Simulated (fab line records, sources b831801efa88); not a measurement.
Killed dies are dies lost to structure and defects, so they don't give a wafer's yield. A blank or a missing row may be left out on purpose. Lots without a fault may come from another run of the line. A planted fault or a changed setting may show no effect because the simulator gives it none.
A sampling plan put to the test | flow sky130 | one fab line, 18 faults that these records tell of, each judged on the records of the lots that it struck
The plan is the line's own looks: the steps of the route at which a gauge or an inspection reads the wafer and doesn't change it. A look can be judged if struck wafers have a number there and the file gives its usual mean and standard deviation on fault-free wafers. Caught: at a look after the fault's first step, the mean of the struck wafers lies 4 or more of those standard deviations (sigma) from the usual mean. On the tool: the same test on the tool's own readings at the fault's steps. Another recipe on the struck wafers, or a record that is blank for them alone, also counts as caught.

THE FAULTS, as the simulator had put them in
1. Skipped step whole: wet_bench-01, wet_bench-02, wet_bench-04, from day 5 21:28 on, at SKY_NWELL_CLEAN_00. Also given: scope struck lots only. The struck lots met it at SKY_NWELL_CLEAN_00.
2. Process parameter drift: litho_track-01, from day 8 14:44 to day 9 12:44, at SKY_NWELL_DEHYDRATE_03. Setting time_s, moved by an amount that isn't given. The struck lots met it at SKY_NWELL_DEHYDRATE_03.
3. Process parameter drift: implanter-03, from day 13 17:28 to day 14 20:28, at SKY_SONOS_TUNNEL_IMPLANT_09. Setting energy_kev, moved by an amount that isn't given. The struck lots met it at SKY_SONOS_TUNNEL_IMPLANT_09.
4. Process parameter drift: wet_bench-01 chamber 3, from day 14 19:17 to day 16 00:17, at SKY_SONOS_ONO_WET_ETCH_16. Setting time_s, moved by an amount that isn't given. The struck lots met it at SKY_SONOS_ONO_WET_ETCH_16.
5. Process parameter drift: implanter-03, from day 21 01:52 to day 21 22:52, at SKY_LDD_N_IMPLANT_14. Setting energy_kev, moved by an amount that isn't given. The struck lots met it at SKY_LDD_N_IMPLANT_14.
6. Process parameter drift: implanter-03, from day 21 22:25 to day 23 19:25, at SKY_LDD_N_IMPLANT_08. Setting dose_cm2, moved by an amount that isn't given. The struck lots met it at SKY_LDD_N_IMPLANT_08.
7. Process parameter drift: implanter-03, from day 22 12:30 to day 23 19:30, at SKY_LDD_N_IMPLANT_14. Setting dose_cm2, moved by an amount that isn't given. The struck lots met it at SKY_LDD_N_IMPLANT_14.
8. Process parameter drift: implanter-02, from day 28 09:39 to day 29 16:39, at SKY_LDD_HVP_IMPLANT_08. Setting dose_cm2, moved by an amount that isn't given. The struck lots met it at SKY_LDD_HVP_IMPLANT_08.
9. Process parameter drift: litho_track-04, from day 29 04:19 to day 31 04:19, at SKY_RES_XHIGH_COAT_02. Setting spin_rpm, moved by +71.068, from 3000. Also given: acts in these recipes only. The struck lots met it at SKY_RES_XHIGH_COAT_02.
10. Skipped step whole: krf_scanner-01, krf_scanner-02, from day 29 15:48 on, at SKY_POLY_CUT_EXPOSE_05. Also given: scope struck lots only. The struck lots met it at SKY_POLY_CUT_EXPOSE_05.
11. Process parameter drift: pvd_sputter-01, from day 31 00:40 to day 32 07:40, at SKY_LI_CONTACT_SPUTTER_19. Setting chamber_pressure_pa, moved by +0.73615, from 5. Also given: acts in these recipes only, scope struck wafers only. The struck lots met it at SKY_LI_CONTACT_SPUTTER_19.
12. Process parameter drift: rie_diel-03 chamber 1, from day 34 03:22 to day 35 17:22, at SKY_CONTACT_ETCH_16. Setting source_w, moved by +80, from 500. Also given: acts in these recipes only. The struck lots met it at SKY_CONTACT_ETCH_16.
13. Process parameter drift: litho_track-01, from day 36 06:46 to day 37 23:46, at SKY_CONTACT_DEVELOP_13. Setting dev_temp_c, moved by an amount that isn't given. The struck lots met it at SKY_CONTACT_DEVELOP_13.
14. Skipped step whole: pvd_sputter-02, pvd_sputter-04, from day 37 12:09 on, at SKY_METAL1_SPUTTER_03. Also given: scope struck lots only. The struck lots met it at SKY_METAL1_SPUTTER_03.
15. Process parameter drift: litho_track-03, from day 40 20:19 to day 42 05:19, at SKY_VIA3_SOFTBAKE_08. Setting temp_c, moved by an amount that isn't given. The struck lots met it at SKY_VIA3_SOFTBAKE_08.
16. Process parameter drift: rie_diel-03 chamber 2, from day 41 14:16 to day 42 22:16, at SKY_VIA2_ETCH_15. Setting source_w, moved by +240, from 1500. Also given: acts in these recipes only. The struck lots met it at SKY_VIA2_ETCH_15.
17. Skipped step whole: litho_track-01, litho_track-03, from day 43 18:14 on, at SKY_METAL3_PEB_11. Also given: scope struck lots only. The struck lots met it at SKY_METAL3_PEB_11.
18. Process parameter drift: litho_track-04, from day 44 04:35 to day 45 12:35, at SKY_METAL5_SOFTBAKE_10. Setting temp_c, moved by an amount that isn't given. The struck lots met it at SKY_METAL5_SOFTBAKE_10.

WHAT THE PLAN SAW
fault | on the tool itself                               | first look that catches it                      | reading, sigma | median hours from its first step to that look | hours from the fault's start to the first struck lot there | judged looks passed uncaught
1     | the tool's record is blank for the struck wafers | none of the 2 looks that can be judged after it | -              | -                                             | -                                                          | 2
2     | run_length_s +38 sigma                           | not the one look that can be judged after it    | -              | -                                             | -                                                          | 1
3     | beam_energy_keV +99 or beyond sigma              | no look after it can be judged                  | -              | -                                             | -                                                          | 0
4     | run_length_s -34 sigma                           | no look after it can be judged                  | -              | -                                             | -                                                          | 0
5     | beam_energy_keV -99 or beyond sigma              | no look after it can be judged                  | -              | -                                             | -                                                          | 0
6     | dose_ions_cm2 -36 sigma                          | none of the 2 looks that can be judged after it | -              | -                                             | -                                                          | 2
7     | dose_ions_cm2 -99 or beyond sigma                | no look after it can be judged                  | -              | -                                             | -                                                          | 0
8     | dose_ions_cm2 +31 sigma                          | not the one look that can be judged after it    | -              | -                                             | -                                                          | 1
9     | spin_speed_rpm +29 sigma                         | no look after it can be judged                  | -              | -                                             | -                                                          | 0
10    | no reading that can be judged                    | no look after it can be judged                  | -              | -                                             | -                                                          | 0
11    | chamber_pressure_pa +90 sigma                    | not the one look that can be judged after it    | -              | -                                             | -                                                          | 1
12    | rf_fwd_power_W +39 sigma                         | not the one look that can be judged after it    | -              | -                                             | -                                                          | 1
13    | developer_temp_C -8.0 sigma                      | no look after it can be judged                  | -              | -                                             | -                                                          | 0
14    | the tool's record is blank for the struck wafers | no look after it can be judged                  | -              | -                                             | -                                                          | 0
15    | heater_power_total_W +39 sigma                   | not the one look that can be judged after it    | -              | -                                             | -                                                          | 1
16    | rf_fwd_power_W +42 sigma                         | no look after it can be judged                  | -              | -                                             | -                                                          | 0
17    | no reading that can be judged                    | no look after it can be judged                  | -              | -                                             | -                                                          | 0
18    | heater_power_total_W -58 sigma                   | not the one look that can be judged after it    | -              | -                                             | -                                                          | 1
A dash: the fault isn't caught, or these records don't give the number.

Caught at a look: 0 of 18. Caught on the tool: 16 of 18. By one or the other: 16 of 18.
Caught on the tool alone: faults 1, 2, 3, 4, 5, 6, 7, 8, 9, 11, 12, 13, 14, 15, 16, 18.
Caught by neither: faults 10, 17.
